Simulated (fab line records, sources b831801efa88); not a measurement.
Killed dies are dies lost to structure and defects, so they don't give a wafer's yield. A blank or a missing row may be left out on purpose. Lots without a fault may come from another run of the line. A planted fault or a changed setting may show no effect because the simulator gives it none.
Which tool did it? | flow gf180mcu | 13 lots, 37 wafers sampled, at 5 steps of a route of 602

WHAT THE GAUGES READ, wafer by wafer
GF_V3_CD_MEAS_14: target cd 260 nm. Usual: cd_nm 259.8 nm, standard deviation 1.3.
lot  | measured     | on        | cd_nm (nm)        | flag
L708 | day 22 10:55 | cd_sem-02 | 257.4 259.3 256.9 |
L711 | day 23 14:13 | cd_sem-01 | 258.4 257.8 256.7 |
L712 | day 24 00:32 | cd_sem-01 | 259.6 259.4 259.9 |
L713 | day 24 05:34 | cd_sem-01 | 261.7 260.3 260.2 |
L714 | day 24 19:00 | cd_sem-01 | 261.7 261.2 261.1 |
L715 | day 25 03:26 | cd_sem-02 | 258.9 260.4 259.7 |
L716 | day 25 09:34 | cd_sem-01 | 261.6 260.0 259.3 |
L718 | day 26 01:08 | cd_sem-02 | 259.9 259.7 259.9 |
L719 | day 26 07:13 | cd_sem-02 | 261.4 261.5 261.0 |
L720 | day 26 21:46 | cd_sem-01 | 260.4 260.5 259.8 |
L721 | day 26 22:54 | cd_sem-01 | 260.1 259.5 259.0 |
L724 | day 27 23:48 | cd_sem-02 | 259.8             |
L725 | day 28 01:44 | cd_sem-01 | 256.8 256.8 256.9 |

GF_M4_CD_MEAS_14: target cd 280 nm. Usual: cd_nm 280.0 nm, standard deviation 1.2.
lot  | measured     | on        | cd_nm (nm)        | flag
L708 | day 23 11:13 | cd_sem-01 | 280.3 279.2 279.8 |
L711 | day 24 14:01 | cd_sem-01 | 280.8 282.2 280.5 |
L712 | day 24 23:57 | cd_sem-02 | 280.8 282.0 281.3 |
L713 | day 25 05:21 | cd_sem-01 | 279.0 279.5 279.6 |
L714 | day 25 18:15 | cd_sem-01 | 281.0 281.1 281.0 |
L715 | day 26 01:50 | cd_sem-02 | 279.0 279.6 279.6 |
L716 | day 26 08:25 | cd_sem-01 | 279.9 280.2 279.8 |
L718 | day 26 23:48 | cd_sem-02 | 280.6 280.7 279.5 |
L719 | day 27 05:46 | cd_sem-02 | 280.3 279.6 278.7 |
L720 | day 27 19:17 | cd_sem-02 | 279.4 279.6 280.4 |
L721 | day 27 19:59 | cd_sem-02 | 277.7 276.7 278.0 |
L724 | day 28 21:00 | cd_sem-01 | 281.4             |
L725 | day 28 22:23 | cd_sem-01 | 281.1 280.2 280.8 |

GF_V4_CD_MEAS_14: target cd 260 nm. Usual: cd_nm 260.2 nm, standard deviation 1.3.
lot  | measured     | on        | cd_nm (nm)        | flag
L708 | day 24 11:10 | cd_sem-01 | 260.2 259.5 260.7 |
L711 | day 25 12:59 | cd_sem-01 | 260.1 260.0 260.2 |
L712 | day 25 22:30 | cd_sem-01 | 259.0 260.8 259.5 |
L713 | day 26 03:52 | cd_sem-02 | 258.8 258.9 259.1 |
L714 | day 26 15:41 | cd_sem-02 | 261.9 261.4 260.8 |
L715 | day 27 00:17 | cd_sem-01 | 257.1 255.6 256.3 |
L716 | day 27 06:22 | cd_sem-01 | 259.7 259.2 260.3 |
L718 | day 27 21:26 | cd_sem-01 | 261.3 261.9 260.5 |
L719 | day 28 02:50 | cd_sem-01 | 262.5 261.6 261.9 |
L720 | day 28 15:39 | cd_sem-02 | 260.0 259.0 259.1 |
L721 | day 28 16:46 | cd_sem-01 | 259.5 260.2 259.4 |
L724 | day 29 17:40 | cd_sem-01 | 264.7             | OFF
L725 | day 29 18:41 | cd_sem-01 | 263.2 266.7 265.5 | OFF

WHICH TOOL RAN EACH LOT (tool, then ch and the chambers of the sampled wafers, then the start)
lot  | GF_M4_SPUTTER_04             | GF_V4_EXPOSE_11
L708 | pvd_sputter-04, day 22 12:35 | krf_scanner-01 ch 0, day 24 00:13
L711 | pvd_sputter-02, day 23 15:51 | krf_scanner-01 ch 0, day 25 02:41
L712 | pvd_sputter-01, day 24 02:14 | krf_scanner-02 ch 0, day 25 11:50
L713 | pvd_sputter-01, day 24 07:16 | krf_scanner-02 ch 0, day 25 16:56
L714 | pvd_sputter-01, day 24 20:44 | krf_scanner-02 ch 0, day 26 06:09
L715 | pvd_sputter-04, day 25 05:05 | krf_scanner-02 ch 0, day 26 13:53
L716 | pvd_sputter-04, day 25 11:14 | krf_scanner-01 ch 0, day 26 20:40
L718 | pvd_sputter-01, day 26 03:05 | krf_scanner-01 ch 0, day 27 11:19
L719 | pvd_sputter-01, day 26 09:08 | krf_scanner-02 ch 0, day 27 17:19
L720 | pvd_sputter-02, day 26 23:28 | krf_scanner-01 ch 0, day 28 06:07
L721 | pvd_sputter-04, day 27 00:36 | krf_scanner-02 ch 0, day 28 07:13
L724 | pvd_sputter-04, day 28 01:25 | krf_scanner-02 ch 0, day 29 08:17
L725 | pvd_sputter-04, day 28 03:25 | krf_scanner-02 ch 0, day 29 09:02
- GF_M4_SPUTTER_04: material TiN, target thk 50 nm, time 41.7 s.
- GF_V4_EXPOSE_11: exposes mask Via4, target cd 260 nm.

WHAT THE TOOLS THEMSELVES READ (means of the sampled wafers that have a number; where no wafer has one, the mark that the record gives instead)
GF_M4_SPUTTER_04. Usual: throttle_valve_pct 30.2 %, standard deviation 1.3.
lot  | tool           | throttle_valve_pct (%) | flag
L708 | pvd_sputter-04 | 30.7                   |
L711 | pvd_sputter-02 | 31.0                   |
L712 | pvd_sputter-01 | 30.1                   |
L713 | pvd_sputter-01 | 29.2                   |
L714 | pvd_sputter-01 | 30.0                   |
L715 | pvd_sputter-04 | 30.8                   |
L716 | pvd_sputter-04 | 30.2                   |
L718 | pvd_sputter-01 | 30.0                   |
L719 | pvd_sputter-01 | 29.9                   |
L720 | pvd_sputter-02 | 30.5                   |
L721 | pvd_sputter-04 | 30.8                   |
L724 | pvd_sputter-04 | 30.0                   |
L725 | pvd_sputter-04 | 30.8                   |

GF_V4_EXPOSE_11. Usual: exposure_dose_mJ_cm2 38.01, standard deviation 0.043.
lot  | tool           | exposure_dose_mJ_cm2 | flag
L708 | krf_scanner-01 | 37.99                |
L711 | krf_scanner-01 | 38.01                |
L712 | krf_scanner-02 | 38.04                |
L713 | krf_scanner-02 | 38.00                |
L714 | krf_scanner-02 | 38.02                |
L715 | krf_scanner-02 | 38.05                |
L716 | krf_scanner-01 | 38.00                |
L718 | krf_scanner-01 | 37.99                |
L719 | krf_scanner-02 | 38.03                |
L720 | krf_scanner-01 | 38.03                |
L721 | krf_scanner-02 | 38.04                |
L724 | krf_scanner-02 | 37.83                | OFF
L725 | krf_scanner-02 | 37.77                | OFF

THE ANSWER, worked out from the rows above alone
Rule: a lot is off if the mean of its wafers that have a number lies more than 3 standard deviations from the usual mean. A lot without any number at a reading at which 4 lots or more have one is off too. The other lots that the step has rows for count as sound. The gauges are gone through in route order, then the tools' own readings, and for those a lot's mean is taken as printed above. The first step at which some lot is off is used, and at that step the reading that is off furthest; a lot without a number counts as furthest.
Off: L724, L725, at GF_V4_CD_MEAS_14 (cd_nm).
A tool fits if, at a process step before that reading, it ran every lot that is off, and no sound lot after the first of them. The gauges at GF_V4_CD_MEAS_14 aren't tried: what is off there is off at GF_V4_EXPOSE_11 too, on other tools, and a gauge's error can't cause that. Can't be told from this: 2 tools fit, pvd_sputter-04 at GF_M4_SPUTTER_04, krf_scanner-02 at GF_V4_EXPOSE_11.

WHAT THE SIMULATOR HAD PUT IN
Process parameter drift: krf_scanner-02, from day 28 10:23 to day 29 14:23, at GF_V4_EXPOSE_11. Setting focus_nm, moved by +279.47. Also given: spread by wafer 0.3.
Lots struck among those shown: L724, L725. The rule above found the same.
